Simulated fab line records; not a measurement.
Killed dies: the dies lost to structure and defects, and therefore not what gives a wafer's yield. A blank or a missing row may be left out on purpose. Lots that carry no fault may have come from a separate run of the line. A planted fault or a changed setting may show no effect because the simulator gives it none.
Which tool is to blame? :: flow sky130 :: 39 wafers from 13 lots sampled at 3 of the route's 708 steps

== WHAT EACH GAUGE READ, for each wafer ==
SKY_METAL5_THK_MEAS_06: measures by xrf. Usual: for METAL5_ALCU_THK the level is 1152 nm and the standard deviation is 13.
lot: L405
measured: day 42 21:16
on: film-metro-02
METAL5_ALCU_THK (nm): 1154 1165 1177
flag: 

lot: L406
measured: day 42 23:11
on: film-metro-03
METAL5_ALCU_THK (nm): 1154 1133 1142
flag: 

lot: L407
measured: day 43 01:56
on: film-metro-01
METAL5_ALCU_THK (nm): 1137 1150 1159
flag: 

lot: L409
measured: day 43 20:52
on: film-metro-02
METAL5_ALCU_THK (nm): 1151 1144 1141
flag: 

lot: L410
measured: day 44 11:47
on: film-metro-01
METAL5_ALCU_THK (nm): 1164 1162 1147
flag: 

lot: L411
measured: day 44 13:40
on: film-metro-03
METAL5_ALCU_THK (nm): 1170 1175 1185
flag: 

lot: L412
measured: day 44 21:29
on: film-metro-02
METAL5_ALCU_THK (nm): 1157 1163 1155
flag: 

lot: L413
measured: day 45 14:06
on: film-metro-01
METAL5_ALCU_THK (nm): 1135 1140 1140
flag: 

lot: L416
measured: day 45 20:20
on: film-metro-03
METAL5_ALCU_THK (nm): 1156 1170 1161
flag: 

lot: L415
measured: day 45 22:25
on: film-metro-02
METAL5_ALCU_THK (nm): 1136 1155 1131
flag: 

lot: L417
measured: day 46 03:47
on: film-metro-03
METAL5_ALCU_THK (nm): 1143 1141 1144
flag: 

lot: L425
measured: day 47 22:10
on: film-metro-01
METAL5_ALCU_THK (nm): 1144 1171 1170
flag: 

lot: L428
measured: day 48 18:01
on: film-metro-01
METAL5_ALCU_THK (nm): 1142 1142 1149
flag: 

== TOOL THAT RAN EACH LOT (tool first, then ch and the chambers of the sampled wafers, then the start) ==
lot: L405
SKY_GATE_OXIDE_CLEAN_00: wet-bench-03 ch 1, day 12 09:52
SKY_METAL5_SPUTTER_04: pvd-sputter-01, day 42 21:06

lot: L406
SKY_GATE_OXIDE_CLEAN_00: wet-bench-02 ch 0, day 12 19:53
SKY_METAL5_SPUTTER_04: pvd-sputter-03, day 42 22:59

lot: L407
SKY_GATE_OXIDE_CLEAN_00: wet-bench-04 ch 3, day 13 06:13
SKY_METAL5_SPUTTER_04: pvd-sputter-03, day 43 01:46

lot: L409
SKY_GATE_OXIDE_CLEAN_00: wet-bench-04 ch 2, day 13 21:09
SKY_METAL5_SPUTTER_04: pvd-sputter-03, day 43 20:41

lot: L410
SKY_GATE_OXIDE_CLEAN_00: wet-bench-04 ch 2, day 14 03:12
SKY_METAL5_SPUTTER_04: pvd-sputter-02, day 44 11:37

lot: L411
SKY_GATE_OXIDE_CLEAN_00: wet-bench-03 ch 1, day 14 14:17
SKY_METAL5_SPUTTER_04: pvd-sputter-02, day 44 13:29

lot: L412
SKY_GATE_OXIDE_CLEAN_00: wet-bench-04 ch 3, day 15 03:40
SKY_METAL5_SPUTTER_04: pvd-sputter-03, day 44 21:18

lot: L413
SKY_GATE_OXIDE_CLEAN_00: wet-bench-02 ch 2, day 16 03:36
SKY_METAL5_SPUTTER_04: pvd-sputter-01, day 45 13:55

lot: L416
SKY_GATE_OXIDE_CLEAN_00: wet-bench-04 ch 3, day 16 12:41
SKY_METAL5_SPUTTER_04: pvd-sputter-01, day 45 20:10

lot: L415
SKY_GATE_OXIDE_CLEAN_00: wet-bench-04 ch 2, day 16 12:49
SKY_METAL5_SPUTTER_04: pvd-sputter-01, day 45 22:14

lot: L417
SKY_GATE_OXIDE_CLEAN_00: wet-bench-02 ch 0, day 16 22:38
SKY_METAL5_SPUTTER_04: pvd-sputter-01, day 46 03:36

lot: L425
SKY_GATE_OXIDE_CLEAN_00: wet-bench-04 ch 1, day 19 09:41
SKY_METAL5_SPUTTER_04: pvd-sputter-03, day 47 21:59

lot: L428
SKY_GATE_OXIDE_CLEAN_00: wet-bench-04 ch 3, day 20 15:23
SKY_METAL5_SPUTTER_04: pvd-sputter-01, day 48 17:50
- SKY_GATE_OXIDE_CLEAN_00: cleans in SC1/SC2, time 150 s.
- SKY_METAL5_SPUTTER_04: material TiN, target thk 70 nm, time 58.3 s.

== AS READ BY THE TOOLS THEMSELVES (means over the sampled wafers that have a number; for cases with no such wafer, the mark the record gives instead) ==
SKY_GATE_OXIDE_CLEAN_00. Usual: bath-guard-temp-C 70.1 C, standard deviation 0.68; temp-c 70.01 C, standard deviation 0.12.
lot: L405
tool: wet-bench-03
bath-guard-temp-C (C): 69.5
temp-c (C): 69.99
flag: 

lot: L406
tool: wet-bench-02
bath-guard-temp-C (C): 70.4
temp-c (C): 69.89
flag: 

lot: L407
tool: wet-bench-04
bath-guard-temp-C (C): 70.5
temp-c (C): 69.91
flag: 

lot: L409
tool: wet-bench-04
bath-guard-temp-C (C): 70.4
temp-c (C): 70.06
flag: 

lot: L410
tool: wet-bench-04
bath-guard-temp-C (C): 70.4
temp-c (C): 70.03
flag: 

lot: L411
tool: wet-bench-03
bath-guard-temp-C (C): 69.4
temp-c (C): 70.05
flag: 

lot: L412
tool: wet-bench-04
bath-guard-temp-C (C): 70.6
temp-c (C): 69.83
flag: 

lot: L413
tool: wet-bench-02
bath-guard-temp-C (C): 69.6
temp-c (C): 70.15
flag: 

lot: L416
tool: wet-bench-04
bath-guard-temp-C (C): 70.5
temp-c (C): 70.01
flag: 

lot: L415
tool: wet-bench-04
bath-guard-temp-C (C): 70.6
temp-c (C): 70.01
flag: 

lot: L417
tool: wet-bench-02
bath-guard-temp-C (C): 70.2
temp-c (C): 69.97
flag: 

lot: L425
tool: wet-bench-04
bath-guard-temp-C (C): 68.5
temp-c (C): 70.06
flag: 

lot: L428
tool: wet-bench-04
bath-guard-temp-C (C): 70.6
temp-c (C): 69.78
flag: 

SKY_METAL5_SPUTTER_04. Usual: 30.2 % for throttle-valve-pct, sd 0.85.
lot: L405
tool: pvd-sputter-01
throttle-valve-pct (%): 29.5
flag: 

lot: L406
tool: pvd-sputter-03
throttle-valve-pct (%): 29.7
flag: 

lot: L407
tool: pvd-sputter-03
throttle-valve-pct (%): 30.4
flag: 

lot: L409
tool: pvd-sputter-03
throttle-valve-pct (%): 29.8
flag: 

lot: L410
tool: pvd-sputter-02
throttle-valve-pct (%): 30.2
flag: 

lot: L411
tool: pvd-sputter-02
throttle-valve-pct (%): 29.9
flag: 

lot: L412
tool: pvd-sputter-03
throttle-valve-pct (%): 31.1
flag: 

lot: L413
tool: pvd-sputter-01
throttle-valve-pct (%): 29.6
flag: 

lot: L416
tool: pvd-sputter-01
throttle-valve-pct (%): 30.4
flag: 

lot: L415
tool: pvd-sputter-01
throttle-valve-pct (%): 30.1
flag: 

lot: L417
tool: pvd-sputter-01
throttle-valve-pct (%): 30.2
flag: 

lot: L425
tool: pvd-sputter-03
throttle-valve-pct (%): 30.0
flag: 

lot: L428
tool: pvd-sputter-01
throttle-valve-pct (%): 30.4
flag: 

== THE ANSWER, worked out from the rows above alone ==
Rule: take the mean of a lot's wafers that have a number; if it is more than 3 standard deviations from the usual mean, the lot is off. Also off: a lot with no number at a reading for which 4 or more lots have one. Any other lot the step has rows for is counted as sound. Order of review: gauges by route order, followed by the tools' own readings, for which a lot's mean as printed above is used. At the first step where some lot is off, the reading lying furthest off is the one used; lots without a number count as furthest.
Nothing can be told from this: no lot is off at any reading shown.

== WHAT THE SIMULATOR PUT IN ==
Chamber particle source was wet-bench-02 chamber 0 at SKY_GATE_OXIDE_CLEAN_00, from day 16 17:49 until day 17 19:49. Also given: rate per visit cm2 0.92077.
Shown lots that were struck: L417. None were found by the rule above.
